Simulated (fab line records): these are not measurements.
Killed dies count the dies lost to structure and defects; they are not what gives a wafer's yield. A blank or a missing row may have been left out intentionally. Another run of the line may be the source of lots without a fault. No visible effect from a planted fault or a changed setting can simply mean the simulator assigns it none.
Chamber matching -- flow gf180mcu -- GF_V2_ETCH_16 on rie diel-03: 4 sister chambers
The step etches BARC in N2/H2. 8 wafers are shown with their chamber, then 9 later ones without.

WAFERS, EACH WITH ITS CHAMBER
wafer,chamber,drypump motor current A (A),oes product au (a.u.)
L084.3,3,5.3,0.845
L085.4,1,6.1,0.854
L087.1,0,5.3,0.860
L087.5,2,6.1,0.858
L087.6,1,6.2,0.856
L088.1,0,5.3,0.860
L088.2,3,5.3,0.855
L088.3,2,6.1,0.854

WAFERS WITHOUT THEIR CHAMBER
wafer,drypump motor current A (A),oes product au (a.u.)
L092.1,5.3,0.862
L092.3,6.1,0.851
L092.6,6.0,0.854
L096.1,6.1,0.863
L096.2,5.3,0.854
L096.5,5.3,0.866
L097.1,5.3,0.853
L097.2,6.2,0.853
L097.4,5.3,0.855

WHICH CHAMBER EACH WENT THROUGH
wafer,from the rows above,in truth
L092.1,0,0
L092.3,can't be placed: 2 or 1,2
L092.6,can't be placed: 2 or 1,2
L096.1,can't be placed: 2 or 1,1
L096.2,can't be placed: 3 or 0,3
L096.5,0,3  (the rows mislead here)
L097.1,can't be placed: 3 or 0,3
L097.2,can't be placed: 1 or 2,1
L097.4,can't be placed: 0 or 3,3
1 of 9 placed correctly. Cannot be placed on the basis of these rows: 7; the candidates contain the true chamber in 7. Wrongly placed: 1.
How it was worked out, from the rows above alone: a wafer's distance from a chamber is the root of the sum, over the readings, of the square of ((its reading less the chamber's mean) divided by the reading's scatter). The wafer belongs to the nearest chamber; if the next one is less than 2 further off, it can't be placed. For every chamber, the mean is computed from those of its wafers that are shown. The scatter is the square root of a quotient: the sum, over the shown wafers, of each reading's squared deviation from its chamber's mean, divided by wafers minus chambers.
